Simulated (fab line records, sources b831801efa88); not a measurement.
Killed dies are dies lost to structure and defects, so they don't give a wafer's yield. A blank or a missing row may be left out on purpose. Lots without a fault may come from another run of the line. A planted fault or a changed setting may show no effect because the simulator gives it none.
A struck lot beside a sound one | flow sky130 | 16 steps out of a route of 708
Sound: wafers L538.4, L538.5, L538.6. Struck: wafer L549.1. (L549.2, L549.3 of the same lot were not struck and are left out.) The cause comes at the end.
At each step with rows: each side's tool, then ch and its chambers, then its first start. Under that, the readings that differ: sound wafers | struck wafers | difference of the means | sigmas: that difference in standard deviations of wafers without a fault.
alike: readings whose means differ by less than 2 such deviations, and words and numbers that are the same on both sides. not compared: withheld readings, readings that some wafer has no value for, bounds like >300 that may hide the same value, and numbers for which the record gives no deviation and whose values overlap.
The two part at a step that has a row with sigmas, a row that says differs or no value, or rows on one side only. Numbers that don't overlap but have no deviation are shown without sigmas and don't part them. A reading that every wafer of one side lacks parts them only if that side has two wafers or more.

first, 8 steps without rows for these wafers: SKY_CONTACT_DEHYDRATE_06 (time 60 s); SKY_CONTACT_HMDS_07 (prime time 60 s); SKY_CONTACT_COAT_08 (resist thk 60 nm); SKY_CONTACT_COAT_09 (resist thk 450 nm); SKY_CONTACT_SOFTBAKE_10 (time 90 s); SKY_CONTACT_EXPOSE_11 (exposes mask CTM1, target cd 170 nm); SKY_CONTACT_PEB_12; SKY_CONTACT_DEVELOP_13 (develop time 60 s).
SKY_CONTACT_CD_MEAS_14: target cd 170 nm.
  sound on cd_sem-02, day 34 22:48; struck on cd_sem-01, day 38 14:50
  alike: cd_nm
SKY_CONTACT_OVL_MEAS_15:
  sound on overlay-01, day 34 22:53; struck on overlay-01, day 38 14:58
  alike: CONTACT_OVL
SKY_CONTACT_ETCH_16: etches BARC in N2/H2, stops on SiO2, time 45.9 s, target depth 60 nm.
  sound on rie_diel-02 ch 0,1,3, day 34 22:55; struck on rie_diel-03 ch 3, day 38 15:00
  reading                | sound                | struck | difference                   | sigmas
  rf_hours_counter_h (h) | - - -                | 3      | no value on the sound wafers |
  throttle_valve_pct (%) | 13.235 13.202 13.208 | 13.235 | +0.020                       | +2
  alike: drypump_motor_current_A, oes_product_au
SKY_CONTACT_ETCH_17: etches SiO2 in C4F8/O2/Ar, stops on Si3N4, target depth 340 nm.
  sound on rie_diel-02 ch 0,1,3, day 34 22:58; struck on rie_diel-03 ch 3, day 38 15:02
  alike: oes_product_au
SKY_CONTACT_ETCH_18: etches Si3N4 in CHF3/O2, stops on TiN, time 39 s, target depth 75 nm.
  sound on rie_diel-02 ch 0,1,3, day 34 23:00; struck on rie_diel-03 ch 3, day 38 15:00
  reading                                        | sound             | struck | difference                   | sigmas
  oes_product_au (a.u.)                          | 0.867 0.856 0.867 | 0.707  | -0.156                       | -21
  rf_hours_counter_h (h)                         | - - -             | 3      | no value on the sound wafers |
  model.KrF-thick_of_CONTACT_COAT_09.thk_nm (nm) | 240.8 243 244     | 280.5  | +37.9                        |
  model.etch.depth_nm (nm)                       | 74.59 74.89 75.3  | 53.13  | -21.80                       |
  alike: chf3_flow_sccm, drypump_motor_current_A, throttle_valve_pct
SKY_CONTACT_STRIP_19: strips in O2/N2.
  sound on plasma_asher-04 ch 0,1, day 34 23:04; struck on plasma_asher-03 ch 1, day 38 15:08
  reading                      | sound             | struck | difference                   | sigmas
  oes_product_au (a.u.)        | 0.376 0.382 0.376 | 0.395  | +0.017                       | +3
  rf_hours_counter_h (h)       | - - -             | 45     | no value on the sound wafers |
  strip_time_to_endpoint_s (s) | 3.58 3.62 3.62    | 4.02   | +0.41                        | +13
  alike: drypump_motor_current_A
then, 1 step without rows for these wafers: SKY_CONTACT_STRIP_20 (strips in post etch residue remover, time 1200 s).
-- the record jumps here: 13 days lie between the struck wafers' starts before and after (it left off in module CONTACT and takes up again in module PAD_OPEN, whose first step shown is number 708 of the route) --
SKY_PAD_OPEN_PROBE_99:
  sound on prober-02, day 48 16:38; struck on prober-01, day 51 04:13
  reading             | sound    | struck | difference | sigmas
  killed_at_contacts  | 30 31 18 | 427    | +401       | +77
  killed_at_front_end | 13 13 8  | 23     | +12        | +3
  killed_dies         | 84 90 72 | 492    | +410       | +45
  killed_on_rim       | 14 22 13 | 96     | +80        | +22
  alike: killed_at_M0_to_M3, killed_at_M4_up, killed_at_other, killed_open, killed_short

WHERE THEY PART
First at SKY_CONTACT_ETCH_16; last, within this record, at SKY_PAD_OPEN_PROBE_99.

WHY: what the simulator had put in
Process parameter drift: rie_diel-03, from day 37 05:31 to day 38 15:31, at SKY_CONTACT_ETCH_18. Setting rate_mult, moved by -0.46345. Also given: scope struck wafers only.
